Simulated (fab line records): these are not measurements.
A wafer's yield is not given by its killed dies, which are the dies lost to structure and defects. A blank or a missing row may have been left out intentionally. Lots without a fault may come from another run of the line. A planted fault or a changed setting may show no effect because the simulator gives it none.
Matching of chambers ; flow sky130 ; 3 sister chambers for SKY_VIA4_ETCH_12 on rieDiel-02
The step etches SiO2 in C4F8/O2/Ar, stops on TiN, target depth 580 nm. 14 wafers are shown with their chamber, then 7 later ones without.

== WAFERS WITH THEIR CHAMBER ==
wafer;chamber;chamberPressureMTorr (mTorr);oesProductAu (a.u.)
L086.2;2;40.01;0.925
L086.3;0;39.99;0.925
L086.4;0;39.97;0.925
L088.3;0;39.94;0.922
L088.4;0;39.98;0.917
L088.6;2;40.02;0.929
L089.3;0;39.94;0.923
L089.4;0;39.97;0.920
L089.6;1;39.93;0.925
L092.2;2;39.99;0.922
L092.3;0;39.99;0.923
L092.6;2;39.97;0.928
L094.2;0;39.96;0.924
L094.3;2;40.04;0.927

SIGNATURES, as means of the wafers listed above
reading;chamber 0;chamber 1;chamber 2;scatter within a chamber
chamberPressureMTorr;39.9675;39.9300;40.0060;0.0227
oesProductAu;0.92238;0.92500;0.92620;0.00274
Rule: a wafer's distance from a chamber is the root of the sum, over the readings, of the square of ((its reading less the chamber's mean) divided by the reading's scatter). The wafer belongs to the nearest chamber; if the next one is less than 2 further off, it can't be placed. The scatter is the square root of a quotient: the sum, over the shown wafers, of each reading's squared deviation from its chamber's mean, divided by wafers minus chambers.

== WAFERS WITHOUT THEIR CHAMBER ==
wafer;chamberPressureMTorr (mTorr);oesProductAu (a.u.)
L094.5;40.02;0.927
L095.1;39.96;0.929
L095.2;39.99;0.920
L095.4;39.99;0.918
L096.1;40.01;0.922
L096.2;39.99;0.922
L096.4;39.98;0.928

== CHAMBER TAKEN BY EACH ==
wafer;from the rows above;in truth
L094.5;2;2
L095.1;can't be placed: 1 or 2 or 0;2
L095.2;can't be placed: 0 or 2 or 1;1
L095.4;can't be placed: 0 or 2 or 1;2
L096.1;can't be placed: 2 or 0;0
L096.2;can't be placed: 0 or 2 or 1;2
L096.4;can't be placed: 2 or 0 or 1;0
Correct placement for 1 of the 7. Unplaceable from these rows: 6, with the true chamber sitting among the candidates in 6. Placed wrongly: 0.
